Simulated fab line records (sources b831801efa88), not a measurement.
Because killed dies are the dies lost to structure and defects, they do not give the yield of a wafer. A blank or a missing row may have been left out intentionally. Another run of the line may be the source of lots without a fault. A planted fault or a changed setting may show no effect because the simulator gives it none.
Chamber matching -- flow sky130 -- SKY_POLY_GATE_ETCH_15 on rie-diel-02: 4 sister chambers
The step etches BARC in N2/H2, stops on SiO2, time 118.5 s, target depth 110 nm. 8 wafers are shown with their chamber, then 8 later ones without.

== WAFERS PAIRED WITH THEIR CHAMBERS ==
wafer,chamber,throttle-valve-pct (%),oes-product-au (a.u.)
L330.6,3,13.219,0.727
L331.5,3,13.216,0.713
L334.6,2,13.203,0.711
L335.1,1,13.223,0.722
L335.3,2,13.203,0.711
L336.4,0,13.216,0.717
L336.5,1,13.216,0.718
L340.1,0,13.226,0.713

== WAFERS WITHOUT THEIR CHAMBER ==
wafer,throttle-valve-pct (%),oes-product-au (a.u.)
L340.2,13.217,0.713
L340.5,13.202,0.713
L343.1,13.213,0.719
L343.3,13.226,0.725
L343.4,13.212,0.710
L344.3,13.212,0.715
L344.4,13.222,0.716
L344.5,13.211,0.718

== THE CHAMBER EACH PASSED THROUGH ==
wafer,from the rows above,in truth
L340.2,can't be placed: 0 or 3 or 1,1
L340.5,2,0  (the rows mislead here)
L343.1,can't be placed: 3 or 1 or 0 or 2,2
L343.3,can't be placed: 1 or 3 or 0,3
L343.4,can't be placed: 2 or 0 or 3 or 1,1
L344.3,can't be placed: 3 or 1 or 0 or 2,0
L344.4,can't be placed: 0 or 1 or 3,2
L344.5,can't be placed: 3 or 1 or 2 or 0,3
Correctly placed: 0 of 8. Cannot be placed on the basis of these rows: 7; the candidates contain the true chamber in 6. Wrongly placed: 1.
How it was worked out, from the rows above alone: a wafer's distance from a chamber is the root of the sum, over the readings, of the square of ((its reading less the chamber's mean) divided by the reading's scatter). If the next closest chamber is less than 2 further off than the closest, the wafer can't be placed; otherwise it belongs to the closest. The mean given for a chamber averages the wafers shown for that chamber. The scatter is the square root of a quotient: the sum, over the shown wafers, of each reading's squared deviation from its chamber's mean, divided by wafers minus chambers.
